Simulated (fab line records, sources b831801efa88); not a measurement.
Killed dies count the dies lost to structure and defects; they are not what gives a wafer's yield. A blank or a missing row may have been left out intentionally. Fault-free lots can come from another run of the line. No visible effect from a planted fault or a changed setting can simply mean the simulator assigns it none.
Which tool is to blame? | flow sky130 | 7 lots with 21 wafers sampled at 2 steps, on a route of 708 steps

WHAT THE GAUGES SHOWED, per wafer
SKY_VT_ADJUST_NCORE_TW_MEAS_11.
lot  | measured     | on            | VT_ADJUST_NCORE_TW
L922 | day 8 18:00  | film-metro-01 | 217.5 217.9 217.9
L924 | day 9 09:07  | film-metro-02 | 217.2 215.4 216.1
L929 | day 10 19:52 | film-metro-02 | 216.0 216.2 217.7
L931 | day 11 10:49 | film-metro-03 | 219.9 219.5 220.0
L933 | day 12 09:17 | film-metro-02 | 216.1 216.1 215.7
L939 | day 13 23:49 | film-metro-03 | 141.3 141.8 140.7
L944 | day 15 08:02 | film-metro-03 | 220.9 221.6 221.5

EACH LOT AND THE TOOL THAT RAN IT (in order: tool; ch and the chambers of the sampled wafers; start)
lot  | SKY_VT_ADJUST_NCORE_IMPLANT_09
L922 | implanter-01 ch 0, day 8 17:45
L924 | implanter-01 ch 0, day 9 08:52
L929 | implanter-03 ch 0, day 10 19:39
L931 | implanter-03 ch 0, day 11 10:34
L933 | implanter-03 ch 0, day 12 09:03
L939 | implanter-01 ch 0, day 13 23:34
L944 | implanter-02 ch 0, day 15 07:47
- SKY_VT_ADJUST_NCORE_IMPLANT_09

THE ANSWER, worked out from the rows above alone
Rule: the usual values come from the lots themselves. Put in order of their means at a reading, lots are off if they are a third of the lots or fewer, leave a main group of 4 or more, and stand apart from it by a gap of 3 or more times the standard deviation of the main group's means; of several such gaps the widest counts. Not used: any main group whose means are identical at the precision the tables above print for the reading. Also off: a lot with no number at a reading for which 4 or more lots have one. Any other lot the step has rows for is counted as sound.
Off: at SKY_VT_ADJUST_NCORE_TW_MEAS_11 (VT_ADJUST_NCORE_TW), L939. The main group: mean 218.0, standard deviation 2.
A tool fits if, at a process step before that reading, it ran every lot that is off, and no sound lot after the first of them. Gauges at SKY_VT_ADJUST_NCORE_TW_MEAS_11: tried the same way as those tools. One fits: implanter-01 at SKY_VT_ADJUST_NCORE_IMPLANT_09. Its last sound lot is L924 (day 9 08:52), its first lot that is off L939 (day 13 23:34): a fault that began between those two fits.

WHAT THE SIMULATOR PUT IN
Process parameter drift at SKY_VT_ADJUST_NCORE_IMPLANT_09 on implanter-01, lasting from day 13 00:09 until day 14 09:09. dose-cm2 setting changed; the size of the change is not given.
Lots struck among those shown: L939. The rule above reached the same finding.
